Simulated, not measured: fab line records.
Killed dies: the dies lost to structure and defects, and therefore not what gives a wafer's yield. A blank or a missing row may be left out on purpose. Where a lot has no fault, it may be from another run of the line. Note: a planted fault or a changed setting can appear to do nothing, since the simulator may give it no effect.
Which of the tools did it? -- flow sky130 -- Sampling: 10 lots, 30 wafers, 6 of 708 route steps

## WHAT THE GAUGES SHOWED, per wafer
SKY_SD_N_CD_MEAS_07: target cd 380 nm. Usual: cdNm 381.1 nm, standard deviation 2.5.
lot,measured,on,cdNm (nm),flag
L672,day 28 08:26,cdSem-01,386.3 386.2 381.0,
L671,day 28 09:49,cdSem-01,383.6 383.3 386.0,
L674,day 28 19:58,cdSem-02,379.0 381.3 380.0,
L681,day 32 06:59,cdSem-01,381.9 380.6 379.1,
L683,day 33 01:32,cdSem-02,384.6 383.4 384.7,
L686,day 34 00:53,cdSem-01,382.0 383.1 380.3,
L689,day 34 07:56,cdSem-01,379.4 378.0 378.4,
L691,day 34 17:28,cdSem-01,382.2 380.8 382.8,
L692,day 35 04:09,cdSem-02,378.7 379.0 379.8,
L694,day 35 12:52,cdSem-02,383.1 383.9 383.9,

SKY_SD_N_OVL_MEAS_08. Usual: SD_N_OVL -1.1 nm, standard deviation 1.3.
lot,measured,on,SD_N_OVL (nm),flag
L672,day 28 08:34,overlay-01,-1.0 -0.5 -1.6,
L671,day 28 09:56,overlay-01,-0.3 -0.7 -1.1,
L674,day 28 20:05,overlay-02,-0.9 0.2 -0.6,
L681,day 32 07:05,overlay-01,-1.7 -1.8 -2.2,
L683,day 33 01:39,overlay-02,-0.2 -2.5 0.8,
L686,day 34 01:00,overlay-02,-0.7 -0.2 0.0,
L689,day 34 08:02,overlay-01,-1.4 -1.8 -0.3,
L691,day 34 17:34,overlay-02,-0.8 -1.4 -2.6,
L692,day 35 04:16,overlay-01,-2.1 -0.8 -2.6,
L694,day 35 12:59,overlay-02,0.1 -0.6 0.0,

SKY_LOCAL_INTERCONNECT_RS_MEAS_01: the measuring method here is four-point-probe. Usual: LOCAL_INTERCONNECT_TIN_RS 13.70 ohm/sq, standard deviation 0.14.
lot,measured,on,LOCAL_INTERCONNECT_TIN_RS (ohm/sq),flag
L672,day 29 15:59,filmMetro-04,13.93 13.87 13.90,
L671,day 29 17:25,filmMetro-03,13.63 13.67 13.62,
L674,day 30 03:10,filmMetro-02,13.65 13.55 13.57,
L681,day 33 13:40,filmMetro-02,13.62 13.55 13.60,
L683,day 34 07:29,filmMetro-03,13.76 13.89 13.76,
L686,day 35 06:49,filmMetro-04,14.00 13.82 14.82 13.97 13.83 14.81,OFF
L689,day 35 13:10,filmMetro-02,13.61 13.53 13.59,
L691,day 35 23:23,filmMetro-04,13.66 13.54 13.71,
L692,day 36 09:27,filmMetro-03,13.36 13.48 13.38,
L694,day 36 18:29,filmMetro-04,13.45 13.41 13.61,

SKY_LOCAL_INTERCONNECT_THK_MEAS_02: measures by xrf. Usual: LOCAL_INTERCONNECT_TIN_THK 102.5 nm, standard deviation 1.1.
lot,measured,on,LOCAL_INTERCONNECT_TIN_THK (nm),flag
L672,day 29 16:06,filmMetro-04,101.6 101.5 101.0,
L671,day 29 17:32,filmMetro-03,102.5 102.7 102.5,
L674,day 30 03:17,filmMetro-02,102.4 103.2 103.2,
L681,day 33 13:47,filmMetro-02,102.8 103.5 102.8,
L683,day 34 07:37,filmMetro-03,102.9 102.2 102.4,
L686,day 35 08:25,filmMetro-04,100.4 101.4 95.0 100.1 101.1 94.9,OFF
L689,day 35 13:17,filmMetro-02,102.8 103.3 103.3,
L691,day 35 23:29,filmMetro-04,102.1 103.6 102.3,
L692,day 36 09:34,filmMetro-03,105.0 104.1 104.3,
L694,day 36 18:36,filmMetro-04,104.5 105.1 102.8,

## WHICH TOOL RAN EACH LOT (tool, then ch and the chambers of the sampled wafers, then the start)
lot,SKY_LI_CONTACT_STRIP_16,SKY_LOCAL_INTERCONNECT_SPUTTER_00
L672,"plasmaAsher-02 ch 0,1, day 29 14:51","pvdSputter-01, day 29 15:55"
L671,"plasmaAsher-04 ch 0,1, day 29 16:19","pvdSputter-02, day 29 17:21"
L674,"plasmaAsher-03 ch 0,1, day 30 02:03","pvdSputter-01, day 30 03:06"
L681,"plasmaAsher-04 ch 0,1, day 33 12:33","pvdSputter-02, day 33 13:35"
L683,"plasmaAsher-04 ch 0, day 34 06:23","pvdSputter-01, day 34 07:26"
L686,"plasmaAsher-03 ch 0,1, day 35 05:43","pvdSputter-01, day 35 06:45"
L689,"plasmaAsher-02 ch 0,1, day 35 12:03","pvdSputter-02, day 35 13:05"
L691,"plasmaAsher-04 ch 0,1, day 35 22:07","pvdSputter-02, day 35 23:18"
L692,"plasmaAsher-04 ch 0,1, day 36 08:20","pvdSputter-02, day 36 09:22"
L694,"plasmaAsher-04 ch 0,1, day 36 17:22","pvdSputter-04, day 36 18:25"
- SKY_LI_CONTACT_STRIP_16: strips in O2/N2.
- SKY_LOCAL_INTERCONNECT_SPUTTER_00: material TiN, target thk 100 nm, time 83.3 s.

## AS READ BY THE TOOLS THEMSELVES (means over the sampled wafers that have a number; for cases with no such wafer, the mark the record gives instead)
SKY_LI_CONTACT_STRIP_16. Usual: drypumpMotorCurrentA 5.6 A, standard deviation 0.43; oesProductAu 0.375 a.u., standard deviation 0.0044; stripTimeToEndpointS 3.504 s, standard deviation 0.022.
lot,tool,drypumpMotorCurrentA (A),oesProductAu (a.u.),stripTimeToEndpointS (s),flag
L672,plasmaAsher-02,5.8,0.380,3.504,
L671,plasmaAsher-04,5.4,0.380,3.503,
L674,plasmaAsher-03,5.6,0.374,3.487,
L681,plasmaAsher-04,5.5,0.374,3.495,
L683,plasmaAsher-04,5.8,0.372,3.461,
L686,plasmaAsher-03,5.6,0.379,3.515,
L689,plasmaAsher-02,5.8,0.376,3.527,
L691,plasmaAsher-04,5.4,0.375,3.497,
L692,plasmaAsher-04,5.4,0.374,3.518,
L694,plasmaAsher-04,5.4,0.378,3.524,

SKY_LOCAL_INTERCONNECT_SPUTTER_00. Usual: throttleValvePct 30.2 %, standard deviation 0.76.
lot,tool,throttleValvePct (%),flag
L672,pvdSputter-01,29.6,
L671,pvdSputter-02,30.0,
L674,pvdSputter-01,29.8,
L681,pvdSputter-02,29.7,
L683,pvdSputter-01,30.0,
L686,pvdSputter-01,29.6,
L689,pvdSputter-02,30.1,
L691,pvdSputter-02,30.9,
L692,pvdSputter-02,29.6,
L694,pvdSputter-04,30.7,

## THE ANSWER, worked out from the rows above alone
Rule: lot off if the mean of its wafers having a number is beyond 3 standard deviations from the usual mean. A lot without any number at a reading at which 4 lots or more have one is off too. Any other lot the step has rows for is counted as sound. The gauges are gone through in route order, then the tools' own readings, and for those a lot's mean is taken as printed above. The first step at which some lot is off is used, and at that step the reading that is off furthest; a lot without a number counts as furthest.
Off: L686, at SKY_LOCAL_INTERCONNECT_RS_MEAS_01 (LOCAL_INTERCONNECT_TIN_RS).
A tool fits if, at a process step before that reading, it ran every lot that is off, and no sound lot after the first of them. Those tools and the gauges at SKY_LOCAL_INTERCONNECT_RS_MEAS_01 are tried in the same way. 2 tools fit, plasmaAsher-03 at SKY_LI_CONTACT_STRIP_16 and pvdSputter-01 at SKY_LOCAL_INTERCONNECT_SPUTTER_00, so this cannot tell which one it is.

## WHAT THE SIMULATOR HAD INSERTED
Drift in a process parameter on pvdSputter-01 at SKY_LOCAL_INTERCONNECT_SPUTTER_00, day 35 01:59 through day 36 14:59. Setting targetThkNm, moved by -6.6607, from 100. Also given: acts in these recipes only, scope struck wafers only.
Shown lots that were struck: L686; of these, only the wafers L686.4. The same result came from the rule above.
